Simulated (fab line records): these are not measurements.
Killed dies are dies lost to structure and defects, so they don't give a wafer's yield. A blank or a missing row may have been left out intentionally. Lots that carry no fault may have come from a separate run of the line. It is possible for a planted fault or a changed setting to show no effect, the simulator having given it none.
Split-lot trial -- flow sfqLine -- route with 325 steps; 5 lots, 23 wafers read

== THE SPLIT ==
At SFQ_TRILAYER_M6_LITHO_PEB_162 (peb time 60 s), the setting pebTempC was moved away from the recipe's 115 C on 7 of the 23 wafers read, by -2.6% to +3.2%. For the rest of the wafers, this setting stayed at what the recipe calls for.

== SPLIT TO READING: what lies between them in the file, 1 step ==
- SFQ_TRILAYER_M6_LITHO_DEVELOP_161: time 60 s

== THE READING ==
M6.cdNm (the simulator's own value, which no gauge read), in nm, at SFQ_TRILAYER_M6_BARC_OPEN_METAL_ETCH_206 (etches BARC in O2, target depth 125 nm, time 41.7 s). No usual value for it is given in the file. Here, 16 wafers ran the recipe; their average is 499.6 nm with a standard deviation of 0.75 nm.

wafer,"tool, chamber at the split","pebTempC as run, C",against the recipe,"M6.cdNm, nm",against lot-mates on the recipe
L076.1,"lithoTrack-04, 0",115,recipe,499.6,-
L076.2,"lithoTrack-04, 0",115,recipe,498.9,-
L076.3,"lithoTrack-04, 0",115,recipe,500.2,-
L076.4,"lithoTrack-04, 0",115,recipe,500,-
L076.5,"lithoTrack-04, 0",115,recipe,500,-
L077.1,"lithoTrack-03, 0",112,-2.6%,559.8,+61.1
L077.2,"lithoTrack-03, 0",115,recipe,499.5,-
L077.3,"lithoTrack-03, 0",115,recipe,498.1,-
L077.4,"lithoTrack-03, 0",115,recipe,498.5,-
L077.6,"lithoTrack-03, 0",112,-2.6%,559.7,+61.0
L080.1,"lithoTrack-03, 0",115,recipe,499.9,-
L080.3,"lithoTrack-03, 0",115,recipe,499.2,-
L080.6,"lithoTrack-03, 0",115,recipe,499.8,-
L083.1,"lithoTrack-01, 0",115,recipe,499.8,-
L083.3,"lithoTrack-01, 0",116,+0.9%,481.8,-17.7
L083.4,"lithoTrack-01, 0",116,+0.9%,483,-16.5
L083.5,"lithoTrack-01, 0",115,recipe,499.1,-
L083.6,"lithoTrack-01, 0",115,recipe,499.7,-
L084.1,"lithoTrack-01, 0",118.7,+3.2%,442.2,-58.8
L084.2,"lithoTrack-01, 0",115,recipe,501,-
L084.4,"lithoTrack-01, 0",118.7,+3.2%,442,-59.0
L084.5,"lithoTrack-01, 0",118.7,+3.2%,442.2,-58.8
L084.6,"lithoTrack-01, 0",115,recipe,501,-

THE FIT
A straight line over all 23 wafers: M6.cdNm changes by -19.7 nm for each +1% of pebTempC; r = -0.99; the points scatter about the line by 3.2 nm.
The same after taking each lot's own level away (the mean of its wafers on the recipe; 23 wafers): -20.1 nm for each +1%; r = -0.99; scatter 3.1 nm.
On that fit, the largest move of pebTempC shifts the reading by 65 nm.
Measured against the standard deviation above, the lots' own levels, which go from 498.70 to 501.00 nm, span 3.0 times it.
Consequently the slope shifts little with the lot-to-lot level, the two slopes agreeing.
Check: -64.3 nm against its lot-mates is what the line predicts for one of the wafers moved furthest among these (+3.2%) when that wafer is left out of the fit. Against them it came out at -58.8 nm.

== THE OTHER SPLITS THESE WAFERS WENT THROUGH ==
Before the reading, these wafers also passed through other splits. Each is held against what the fit with the lots' levels taken away leaves over:
other split on the same wafers,wafers away from the commonest value,r with M6.cdNm (lot level and that fit taken away)
SFQ_TRILAYER_I4_VIA_BARC_OPEN_VIA_ETCH_146 timeS,8,-0.10
SFQ_TRILAYER_JJ_CE_LITHO_COAT_114 resistThkNm,9,+0.29
SFQ_TRILAYER_M5_ETCH_METAL_ETCH_126 icpW,4,+0.33
SFQ_TRILAYER_R5_LITHO_COAT_136 spinRpm,11,+0.09
SFQ_TRILAYER_R5_LITHO_PEB_139 pebTempC,6,+0.54
SFQ_TRILAYER_C5_LITHO_COAT_156 resistThkNm,7,+0.12
SFQ_TRILAYER_C5_BARC_OPEN_VIA_ETCH_210 biasW,8,+0.13
SFQ_TRILAYER_M6_LITHO_COAT_164 spinRpm,7,-0.18

== FILE'S OWN FIT ==
M6.cdNm changes by -20.3 nm for each +1% of pebTempC, r = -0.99.
